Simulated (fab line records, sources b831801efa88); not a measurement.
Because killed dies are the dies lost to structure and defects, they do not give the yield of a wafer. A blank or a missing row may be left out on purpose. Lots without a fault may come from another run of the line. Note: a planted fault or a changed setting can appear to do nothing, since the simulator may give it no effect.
A struck lot beside a sound one :: flow gf180mcu :: 43 out of 602 route steps
Sound: these wafers, L446.2, L446.3, L446.4. The struck wafers were L459.2, L459.3, L459.4. The cause comes at the end.
Each step with rows lists, per side, the tool, then ch with its chambers, then its first start. Under that, the readings that differ: sound wafers :: struck wafers :: difference of the means :: sigmas: that difference in standard deviations of wafers without a fault.
alike: readings whose means differ by less than 2 such deviations, and words and numbers that are the same on both sides. not compared: withheld readings, readings that some wafer has no value for, bounds like >300 that may hide the same value, and numbers for which the record gives no deviation and whose values overlap.
A row with sigmas, a row that says differs or no value, or rows on one side alone: a step with any of these is where the two part. When numbers do not overlap yet have no deviation, they are printed without sigmas and do not part them. Lack of a reading on every wafer of one side parts them only where that side has two or more wafers.

GF_SAB_CD_MEAS_09: target cd 420 nm.
  struck on cdSem-01, day 20 18:56; sound on cdSem-02, day 16 09:25
reading: cdNm (nm)
sound: 415.4 415.7 417.0
struck: 422.7 421.9 421.7
difference: +6.1
sigmas: +2
GF_SAB_OVL_MEAS_10:
  struck on overlay-02, day 20 19:02; sound on overlay-01, day 16 09:32
  alike: SAB_OVL
then, 2 steps without rows for these wafers: GF_SAB_ETCH_11 (etches SiO2 in C4F8/O2/Ar, target depth 55 nm, time 8.5 s); GF_SAB_WET_ETCH_12 (etches SiO2 in dHF, target depth 22 nm, time 440 s).
GF_SAB_STRIP_13: strips in O2/N2.
  sound on plasmaAsher-01 ch 0,1, day 16 09:43; struck on plasmaAsher-02 ch 0,1, day 20 19:14
  alike: drypumpMotorCurrentA, heaterPowerW, oesProductAu, stripTimeToEndpointS
  not compared: rfHoursCounterH
then, 4 steps without rows for these wafers: GF_SALICIDE_CLEAN_00 (cleans in SC1/SC2, time 150 s); GF_SALICIDE_WET_ETCH_01 (etches SiO2 in dHF, target depth 5 nm, time 100 s); GF_SALICIDE_SPUTTER_02 (material Co, target thk 10 nm, time 20 s); GF_SALICIDE_SPUTTER_03 (material TiN, target thk 20 nm, time 16.7 s).
GF_SALICIDE_RS_MEAS_04: uses a four-point probe to measure.
  struck on filmMetro-02, day 20 19:31; sound on filmMetro-01, day 16 09:58
  alike: SALICIDE_TIN_RS
GF_SALICIDE_THK_MEAS_05: measures by xrf.
  struck on filmMetro-02, day 20 19:37; sound on filmMetro-01, day 16 10:05
reading: SALICIDE_TIN_THK (nm)
sound: 19.67 19.70 19.69
struck: 20.17 20.67 19.87
difference: +0.55
sigmas: +2
GF_SALICIDE_RTA_06: time 30 s.
  sound on rtpAnneal-01 ch 0, day 16 10:09; struck on rtpAnneal-02 ch 0, day 20 19:41
  alike: lampPowerPct, wafer_temp_C_max
GF_SALICIDE_WET_ETCH_07: etches the open film in SPM, target depth 120 nm.
  sound on wetBench-03 ch 2, day 16 10:14; struck on wetBench-01 ch 3, day 20 19:46
GF_SALICIDE_RTA_08: time 30 s.
  sound on rtpAnneal-02 ch 0, day 16 10:20; struck on rtpAnneal-01 ch 0, day 20 19:54
reading: lampPowerPct (%)
sound: 17.38 17.39 17.39
struck: 17.64 17.62 17.62
difference: +0.24
sigmas: +2
  alike: wafer_temp_C_max
then, 1 step without rows for these wafers: GF_CONTACT_CVD_00 (deposits SiO2, target thk 300 nm, time 50 s).
GF_CONTACT_THK_MEAS_01:
  struck on filmMetro-02, day 20 20:02; sound on filmMetro-04, day 16 10:29
  alike: CONTACT_CVD_00_THK
then, 1 step without rows for these wafers: GF_CONTACT_CVD_02 (deposits SiO2 from TEOS, target thk 860 nm, time 95.992 s).
GF_CONTACT_THK_MEAS_03:
  struck on filmMetro-02, day 20 20:10; sound on filmMetro-04, day 16 10:40
  alike: CONTACT_CVD_02_THK
then, 1 step without rows for these wafers: GF_CONTACT_CMP_04 (polishes SiO2).
GF_CONTACT_BOW_MEAS_05:
  struck on filmMetro-04, day 20 20:33; sound on filmMetro-02, day 16 11:02
  alike: CONTACT_BOW
then, 8 steps without rows for these wafers: GF_CONTACT_DEHYDRATE_06 (time 60 s); GF_CONTACT_HMDS_07 (prime time 60 s); GF_CONTACT_COAT_08; GF_CONTACT_COAT_09 (resist thk 1000 nm); GF_CONTACT_SOFTBAKE_10 (time 60 s); GF_CONTACT_EXPOSE_11 (exposes mask Contact, target cd 220 nm); GF_CONTACT_PEB_12 (peb time 90 s); GF_CONTACT_DEVELOP_13 (develop time 60 s).
GF_CONTACT_CD_MEAS_14: target cd 220 nm.
  struck on cdSem-02, day 21 20:34; sound on cdSem-02, day 17 08:43
  alike: cdNm
GF_CONTACT_OVL_MEAS_15:
  struck on overlay-01, day 21 20:41; sound on overlay-02, day 17 08:50
reading: CONTACT_OVL (nm)
sound: -11 -10 -16
struck: -8 7 -2
difference: +11
sigmas: +2
GF_CONTACT_ETCH_16: etches BARC in N2/H2.
  sound on rieDiel-01 ch 0,2,3, day 17 08:52; struck on rieDiel-02 ch 0,1,2, day 21 20:43
reading: throttleValvePct (%)
sound: 13.235 13.216 13.214
struck: 13.244 13.255 13.227
difference: +0.020
sigmas: +2
  alike: drypumpMotorCurrentA, oesProductAu
then, 7 steps without rows for these wafers: GF_CONTACT_ETCH_17 (etches SiO2 in C4F8/O2/Ar, stops on CoSi2, target depth 860 nm); GF_CONTACT_STRIP_18 (strips in O2/N2); GF_CONTACT_CLEAN_19 (cleans in SPM); GF_CONTACT_CLEAN_20 (cleans in DIW); GF_CONTACT_CLEAN_21 (cleans in dHF, time 20 s); GF_CONTACT_SPUTTER_22 (material Ti, target thk 15 nm, time 80.02 s); GF_CONTACT_SPUTTER_23 (material TiN, target thk 10 nm, time 40 s).
GF_CONTACT_CVD_24: deposits W, target thk 300 nm, time 90.339 s.
  sound on cvdW-02 ch 0,1, day 17 09:26; struck on cvdW-02 ch 0,1, day 21 21:17
  alike: heaterPowerW
GF_CONTACT_RS_MEAS_25: uses a four-point probe to measure.
  struck on filmMetro-04, day 21 21:24; sound on filmMetro-02, day 17 09:38
  alike: CONTACT_W_RS
GF_CONTACT_THK_MEAS_26: measures by xrf.
  struck on filmMetro-04, day 21 21:31; sound on filmMetro-02, day 17 09:45
  alike: CONTACT_W_THK
then, 1 step without rows for these wafers: GF_CONTACT_CMP_27 (polishes, stops on SiO2, t overpolish 15.38 s, target thk 0 nm).
-- the record jumps here: 12 days lie between the struck wafers' starts before and after (it left off in module CONTACT and takes up again in module PASSIVATION, whose first step shown is number 602 of the route) --
GF_PASSIVATION_PROBE_99:
  only the struck wafers here have rows in the record (prober-01, day 33 10:25); the sound ones have none

WHERE THEY PART
Earliest at GF_SAB_CD_MEAS_09; latest, in this record, at GF_PASSIVATION_PROBE_99.

WHY: what the simulator had put in
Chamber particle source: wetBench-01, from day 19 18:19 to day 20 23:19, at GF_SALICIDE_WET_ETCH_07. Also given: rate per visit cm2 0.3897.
